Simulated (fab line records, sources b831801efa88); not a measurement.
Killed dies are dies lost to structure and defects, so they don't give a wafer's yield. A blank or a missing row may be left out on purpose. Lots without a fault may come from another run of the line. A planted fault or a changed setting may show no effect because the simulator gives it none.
Which tool did it? | flow gf180mcu | 11 lots, 33 wafers sampled, at 5 steps of a route of 602

WHAT THE GAUGES READ, wafer by wafer
GF_DUAL_GATE_THK_MEAS_03.
lot  | measured     | on            | DUAL_GATE_OXIDATION_00_THK (nm)
L539 | day 7 16:35  | film_metro-01 | 11.22 11.42 11.39
L540 | day 8 00:31  | film_metro-01 | 10.48 10.39 10.53
L542 | day 8 11:49  | film_metro-01 | 10.59 10.62 10.68
L544 | day 9 01:47  | film_metro-01 | 10.69 10.79 11.01
L548 | day 10 18:20 | film_metro-03 | 11.00 10.99 10.99
L549 | day 10 18:20 | film_metro-01 | 10.79 10.72 10.79
L550 | day 11 02:56 | film_metro-01 | 11.11 11.00 11.03
L553 | day 11 16:40 | film_metro-03 | 12.21 12.00 12.41
L554 | day 11 18:12 | film_metro-02 | 12.40 12.52 12.45
L555 | day 12 01:58 | film_metro-03 | 12.06 12.15 12.10
L556 | day 12 08:59 | film_metro-02 | 10.76 10.79 10.76

GF_HV_LDD_CD_MEAS_07: target cd 400 nm.
lot  | measured     | on        | cd_nm (nm)
L539 | day 10 00:36 | cd_sem-02 | 403.0 404.4 401.8
L540 | day 10 10:17 | cd_sem-01 | 401.8 400.6 401.5
L542 | day 10 21:56 | cd_sem-01 | 398.9 399.9 397.6
L544 | day 11 18:18 | cd_sem-02 | 398.9 397.8 397.8
L548 | day 13 07:17 | cd_sem-02 | 398.9 398.8 398.4
L549 | day 13 07:35 | cd_sem-01 | 399.8 397.9 397.2
L550 | day 13 19:54 | cd_sem-02 | 393.1 393.3 393.6
L553 | day 14 15:19 | cd_sem-02 | 400.2 397.6 398.3
L554 | day 14 15:35 | cd_sem-01 | 397.6 399.5 398.6
L555 | day 15 02:05 | cd_sem-01 | 398.0 396.6 398.8
L556 | day 15 09:54 | cd_sem-02 | 398.4 397.7 397.7

WHICH TOOL RAN EACH LOT (tool, then ch and the chambers of the sampled wafers, then the start)
lot  | GF_VT_IMPLANT_STRIP_20               | GF_VT_IMPLANT_STRIP_31               | GF_DUAL_GATE_OXIDATION_02
L539 | plasma_asher-04 ch 0,1, day 6 07:32  | plasma_asher-01 ch 0,1, day 6 23:11  | furnace-01 ch 0, day 7 15:08
L540 | plasma_asher-01 ch 0,1, day 6 14:17  | plasma_asher-02 ch 0,1, day 7 05:41  | furnace-02 ch 0, day 7 23:05
L542 | plasma_asher-04 ch 0,1, day 7 01:13  | plasma_asher-01 ch 0,1, day 7 16:38  | furnace-02 ch 0, day 8 10:22
L544 | plasma_asher-04 ch 0,1, day 7 13:18  | plasma_asher-01 ch 0,1, day 8 05:18  | furnace-01 ch 0, day 9 00:19
L548 | plasma_asher-01 ch 0,1, day 8 23:02  | plasma_asher-01 ch 0,1, day 9 16:23  | furnace-02 ch 0, day 10 16:53
L549 | plasma_asher-04 ch 0,1, day 9 02:29  | plasma_asher-01 ch 0,1, day 9 18:46  | furnace-02 ch 0, day 10 16:53
L550 | plasma_asher-01 ch 0,1, day 9 09:10  | plasma_asher-01 ch 0,1, day 10 03:34 | furnace-02 ch 0, day 11 01:28
L553 | plasma_asher-04 ch 0,1, day 10 03:52 | plasma_asher-02 ch 0,1, day 10 20:40 | furnace-02 ch 0, day 11 15:12
L554 | plasma_asher-01 ch 0,1, day 10 05:05 | plasma_asher-01 ch 0,1, day 10 22:11 | furnace-02 ch 0, day 11 16:45
L555 | plasma_asher-04 ch 0,1, day 10 12:06 | plasma_asher-02 ch 0,1, day 11 05:10 | furnace-02 ch 0, day 12 00:30
L556 | plasma_asher-01 ch 0,1, day 10 18:10 | plasma_asher-01 ch 0,1, day 11 11:40 | furnace-01 ch 0, day 12 07:31
- GF_VT_IMPLANT_STRIP_20: strips in O2/N2.
- GF_VT_IMPLANT_STRIP_31: strips in O2/N2.
- GF_DUAL_GATE_OXIDATION_02: stabilise 600 s, purge 300 s, target thk 10.887 nm.

WHAT THE TOOLS THEMSELVES READ (means of the sampled wafers that have a number; where no wafer has one, the mark that the record gives instead)
GF_VT_IMPLANT_STRIP_20.
lot  | tool            | drypump_motor_current_A (A) | heater_power_w (W) | oes_product_au (a.u.) | platen_temp_c (C) | strip_time_to_endpoint_s (s)
L539 | plasma_asher-04 | 5.5                         | 299                | 0.713                 | 250.04            | 12.68
L540 | plasma_asher-01 | 5.7                         | 342                | 0.715                 | 249.92            | 12.63
L542 | plasma_asher-04 | 5.5                         | 297                | 0.717                 | 249.85            | 12.66
L544 | plasma_asher-04 | 5.5                         | 296                | 0.716                 | 249.98            | 12.60
L548 | plasma_asher-01 | 5.7                         | 342                | 0.715                 | 249.92            | 12.71
L549 | plasma_asher-04 | 6.0                         | 318                | 0.716                 | 250.05            | 12.66
L550 | plasma_asher-01 | 5.6                         | 345                | 0.716                 | 250.16            | 12.64
L553 | plasma_asher-04 | 5.5                         | 295                | 0.716                 | 249.87            | 12.65
L554 | plasma_asher-01 | 5.7                         | 353                | 0.719                 | 250.02            | 12.57
L555 | plasma_asher-04 | 6.0                         | 314                | 0.720                 | 249.93            | 12.63
L556 | plasma_asher-01 | 5.7                         | 346                | 0.716                 | 250.01            | 12.61

GF_VT_IMPLANT_STRIP_31.
lot  | tool            | drypump_motor_current_A (A) | heater_power_w (W) | oes_product_au (a.u.) | platen_temp_c (C) | strip_time_to_endpoint_s (s)
L539 | plasma_asher-01 | 5.7                         | 350                | 0.714                 | 250.00            | 12.69
L540 | plasma_asher-02 | 5.3                         | 323                | 0.714                 | 249.96            | 12.62
L542 | plasma_asher-01 | 5.7                         | 347                | 0.715                 | 250.08            | 12.64
L544 | plasma_asher-01 | 5.3                         | 343                | 0.717                 | 249.74            | 12.60
L548 | plasma_asher-01 | 5.7                         | 350                | 0.714                 | 249.88            | 12.63
L549 | plasma_asher-01 | 5.7                         | 349                | 0.714                 | 250.04            | 12.62
L550 | plasma_asher-01 | 5.3                         | 341                | 0.718                 | 249.98            | 12.62
L553 | plasma_asher-02 | 5.5                         | 335                | 0.713                 | 250.05            | 12.66
L554 | plasma_asher-01 | 5.3                         | 341                | 0.716                 | 250.08            | 12.62
L555 | plasma_asher-02 | 5.5                         | 328                | 0.717                 | 249.96            | 12.66
L556 | plasma_asher-01 | 5.7                         | 347                | 0.715                 | 250.03            | 12.63

GF_DUAL_GATE_OXIDATION_02.
lot  | tool       | spike_tc_bottom_C (C) | spike_tc_centre_C (C) | spike_tc_lower_C (C) | spike_tc_top_C (C) | spike_tc_upper_C (C) | zone_power_upper_pct (%)
L539 | furnace-01 | 918.7                 | 899.7                 | 902.1                | 909.4              | 899.4                | 17.87
L540 | furnace-02 | 915.6                 | 900.8                 | 900.7                | 906.6              | 900.3                | 17.70
L542 | furnace-02 | 915.9                 | 901.0                 | 900.1                | 905.2              | 899.5                | 17.98
L544 | furnace-01 | 917.6                 | 899.0                 | 901.2                | 907.5              | 899.6                | 17.96
L548 | furnace-02 | 915.8                 | 900.0                 | 900.1                | 906.8              | 899.2                | 18.04
L549 | furnace-02 | 917.1                 | 900.5                 | 900.8                | 907.0              | 900.9                | 18.04
L550 | furnace-02 | 916.5                 | 900.3                 | 899.4                | 907.2              | 900.0                | 18.10
L553 | furnace-02 | 927.1                 | 911.5                 | 911.1                | 917.1              | 911.9                | 18.47
L554 | furnace-02 | 926.3                 | 911.8                 | 913.0                | 917.8              | 911.7                | 18.63
L555 | furnace-02 | 928.4                 | 912.1                 | 911.6                | 919.1              | 911.2                | 18.58
L556 | furnace-01 | 918.1                 | 898.1                 | 900.7                | 907.3              | 900.4                | 17.81

THE ANSWER, worked out from the rows above alone
Rule: what is usual is taken from the lots themselves. Put in order of their means at a reading, lots are off if they are a third of the lots or fewer, leave a main group of 4 or more, and stand apart from it by a gap of 3 or more times the standard deviation of the main group's means; of several such gaps the widest counts. A main group whose means are all the same, to the digits that the tables above print for the reading, isn't used. A lot without any number at a reading at which 4 lots or more have one is off too. The other lots that the step has rows for count as sound. The gauges are gone through in route order, then the tools' own readings, and for those a lot's mean is taken as printed above. The first step at which some lot is off is used, and at that step the reading that is off furthest; a lot without a number counts as furthest.
Off: L553, L554, L555, at GF_DUAL_GATE_THK_MEAS_03 (DUAL_GATE_OXIDATION_00_THK). The main group: mean 10.86 nm, standard deviation 0.25.
A tool fits if, at a process step before that reading, it ran every lot that is off, and no sound lot after the first of them. The gauges at GF_DUAL_GATE_THK_MEAS_03 aren't tried: what is off there is off at GF_DUAL_GATE_OXIDATION_02 too, on other tools, and a gauge's error can't cause that. One fits: furnace-02 at GF_DUAL_GATE_OXIDATION_02. Its last sound lot is L550 (day 11 01:28), its first lot that is off L553 (day 11 15:12): a fault that began between those two fits.
The tool's own readings at GF_DUAL_GATE_OXIDATION_02 bear it out: on the lots that are off they differ by more than 5 times the standard deviation of the sound lots' means. spike_tc_bottom_C reads 927.3 C there against 916.9 C on the sound lots; spike_tc_centre_C reads 911.8 C there against 899.9 C on the sound lots; spike_tc_lower_C reads 911.9 C there against 900.6 C on the sound lots; spike_tc_top_C reads 918.0 C there against 907.1 C on the sound lots; spike_tc_upper_C reads 911.6 C there against 899.9 C on the sound lots.

WHAT THE SIMULATOR HAD PUT IN
Process parameter drift: furnace-02, from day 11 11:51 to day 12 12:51, at GF_DUAL_GATE_OXIDATION_02. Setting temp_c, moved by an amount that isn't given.
Lots struck among those shown: L553, L554, L555. The rule above found the same.
